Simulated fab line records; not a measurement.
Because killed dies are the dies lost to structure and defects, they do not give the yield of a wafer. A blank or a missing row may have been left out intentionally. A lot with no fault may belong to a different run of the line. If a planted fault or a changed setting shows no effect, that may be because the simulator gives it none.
Struck lot and sound lot, side by side	flow sfq line	20 steps out of a route of 325
Sound: these wafers, L857.2, L857.3, L857.6. Struck: wafer L864.2 (L864.1, L864.5, from the same lot, were not struck and are left out); the cause is given at the end.
For every step that has rows: the tool of each side, followed by ch and its chambers, followed by its first start. Under that, the readings that differ: sound wafers	struck wafers	difference of the means	sigmas: that difference in standard deviations of wafers without a fault.
alike: words and numbers the same on both sides, and readings whose means are apart by under 2 such deviations; not compared: readings that were withheld, readings missing a value for some wafer, numbers with overlapping values and no deviation given by the record, and bounds like >300 which may hide the same value.
Wherever a step has rows on one side only, a row that says differs or no value, or a row with sigmas, the two part there. When numbers do not overlap yet have no deviation, they are printed without sigmas and do not part them. A reading missing from all wafers of one side parts the sides only when that side holds two or more wafers.

first, 2 steps without rows for these wafers: SFQ_TRILAYER_L0_VIA_LITHO_PEB_016 (peb time 60 s); SFQ_TRILAYER_L0_VIA_LITHO_DEVELOP_015 (time 60 s).
SFQ_L0V_OVL_MEAS_903:
  sound on overlay-02 at day 9 21:20; struck on overlay-01 at day 11 23:56
  alike: L0V_OVL
SFQ_TRILAYER_L0_VIA_BARC_OPEN_VIA_ETCH_021: etches BARC in O2, target depth 125 nm, time 41.7 s.
  sound on rie diel-01 ch 0,1, day 9 21:22; struck on rie diel-04 ch 3, day 11 23:59
  alike: bias w, drypump motor current A, oes product au
  not compared: rf hours counter h
SFQ_TRILAYER_L0_VIA_ETCH_VIA_ETCH_016: etches SiO2 in CHF3, stops on MoNx KI, target depth 80 nm.
  sound on rie diel-01 ch 0,1, day 9 21:24; struck on rie diel-04 ch 3, day 12 00:01
  alike: bias w, drypump motor current A, oes product au
then, 3 steps without rows for these wafers: SFQ_TRILAYER_L0_VIA_STRIP_STRIP_017 (strips in O2); SFQ_TRILAYER_L0_VIA_STRIP_SOLV_CLEAN_018 (cleans in NMP, time 600 s); SFQ_TRILAYER_M0_DEP_PRE_CLEAN_020 (time 15 s).
SFQ_TRILAYER_M0_DEP_SPUTTER_019: material Nb, target thk 200 nm, time 133.3 s.
  sound on pvd sputter-05 at day 9 22:15; struck on pvd sputter-03 at day 12 00:52
  alike: throttle valve pct
SFQ_M0_RS_MEAS_904: the measuring method here is four-point-probe.
  sound on film metro-02 at day 9 22:22; struck on film metro-02 at day 12 00:57
reading	sound	struck	difference	sigmas
M0_NB_RS (ohm/sq)	0.907 0.916 0.897	0.869	-0.038	-3
then, 1 step without rows for these wafers: SFQ_TRILAYER_M0_LITHO_COAT_026 (resist thk 62 nm).
SFQ_TRILAYER_M0_LITHO_COAT_021: resist thk 600 nm.
  sound on litho track-01 ch 0, day 9 22:53; struck on litho track-01 ch 0, day 12 01:26
reading	sound	struck	difference	sigmas
model.KrF_of_TRILAYER_M0_LITHO_COAT_021.thk nm (nm)	595.9 595.9 596.9	549.4	-46.8	
then, 4 steps without rows for these wafers: SFQ_TRILAYER_M0_LITHO_SOFTBAKE_025; SFQ_TRILAYER_M0_LITHO_EXPOSE_022 (exposes mask M0, target cd 500 nm); SFQ_TRILAYER_M0_LITHO_PEB_024 (peb time 60 s); SFQ_TRILAYER_M0_LITHO_DEVELOP_023 (time 60 s).
-- the record jumps here: 5 days lie between the struck wafers' starts before and after --
SFQ_M0_OVL_MEAS_906:
  sound on overlay-02 at day 13 21:00; struck on overlay-01 at day 16 21:22
  alike: M0_OVL
SFQ_TRILAYER_M0_BARC_OPEN_METAL_ETCH_031: etches BARC in O2, target depth 125 nm, time 41.7 s.
  sound on rie metal-04 ch 0,1, day 13 21:02; struck on rie metal-01 ch 1, day 16 21:25
reading	sound	struck	difference	sigmas
drypump motor current A (A)	5.20 5.51 5.51	6.06	+0.65	+2
  alike: bias w, oes product au
  not compared: rf hours counter h
SFQ_TRILAYER_M0_ETCH_METAL_ETCH_024: etches Nb in Cl2/Ar, stops on SiO2, target depth 240 nm, time 120 s.
  sound on rie metal-04 ch 0,1, day 13 21:05; struck on rie metal-01 ch 1, day 16 21:28
reading	sound	struck	difference	sigmas
drypump motor current A (A)	5.17 5.51 5.54	6.06	+0.65	+2
oes product au (a.u.)	0.886 0.884 0.885	0.904	+0.019	+2
model.KrF_of_TRILAYER_M0_LITHO_COAT_021.thk nm (nm)	372.3 372.4 374.6	330.5	-42.6	
  alike: bias w
  not compared: rf hours counter h
SFQ_TRILAYER_M0_STRIP_STRIP_025: strips in O2.
  sound on rie metal-04 ch 0,1, day 13 21:13; struck on rie metal-01 ch 1, day 16 21:35
reading	sound	struck	difference	sigmas
drypump motor current A (A)	5.17 5.50 5.51	6.09	+0.70	+2
  alike: oes product au
  not compared: rf hours counter h

== WHERE THEY PART ==
First at SFQ_M0_RS_MEAS_904; last, within this record, at SFQ_TRILAYER_M0_STRIP_STRIP_025.

WHY: what the simulator had put in
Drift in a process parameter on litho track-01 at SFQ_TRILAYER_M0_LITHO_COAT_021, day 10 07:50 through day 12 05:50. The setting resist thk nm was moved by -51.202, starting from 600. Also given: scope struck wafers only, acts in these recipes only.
